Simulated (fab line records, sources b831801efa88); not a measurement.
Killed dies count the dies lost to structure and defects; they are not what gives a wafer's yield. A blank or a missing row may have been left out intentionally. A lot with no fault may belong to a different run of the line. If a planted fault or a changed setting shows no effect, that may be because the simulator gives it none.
Chamber matching + flow gf180mcu + GF_V1_ETCH_16 on rieDiel-02 has 4 sister chambers
The step etches BARC in N2/H2. 4 wafers are shown with their chamber, then 7 later ones without.

== WAFERS, EACH WITH ITS CHAMBER ==
| wafer  | chamber | drypumpMotorCurrentA (A) |
|--------|---------|--------------------------|
| L082.1 | 3       | 5.4                      |
| L086.5 | 1       | 6.3                      |
| L087.1 | 2       | 6.2                      |
| L087.2 | 0       | 6.3                      |

== WAFERS WHOSE CHAMBER IS MISSING ==
| wafer  | drypumpMotorCurrentA (A) |
|--------|--------------------------|
| L087.4 | 5.4                      |
| L092.2 | 6.3                      |
| L092.5 | 5.5                      |
| L092.6 | 6.3                      |
| L095.2 | 6.3                      |
| L095.3 | 6.3                      |
| L095.5 | 6.3                      |

== WHICH CHAMBER EACH ONE RAN IN ==
| wafer  | from the rows above     | in truth |
|--------|-------------------------|----------|
| L087.4 | 3                       | 3        |
| L092.2 | can't be placed: 0 or 1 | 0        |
| L092.5 | 3                       | 3        |
| L092.6 | can't be placed: 0 or 1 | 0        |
| L095.2 | can't be placed: 0 or 1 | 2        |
| L095.3 | can't be placed: 0 or 1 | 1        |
| L095.5 | can't be placed: 0 or 1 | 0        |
2 of 7 placed correctly. Cannot be placed on the basis of these rows: 5; the candidates contain the true chamber in 4. 0 placed wrongly.
How it was worked out, from the rows above alone: a wafer's distance from a chamber is the root of the sum, over the readings, of the square of ((its reading less the chamber's mean) divided by the reading's scatter). If the next closest chamber is less than 2 further off than the closest, the wafer can't be placed; otherwise it belongs to the closest. A chamber's mean is the mean of its shown wafers. The scatter (one wafer shown for each chamber): square how far every hidden wafer sits from the nearest shown wafer, average those squares and take the square root.
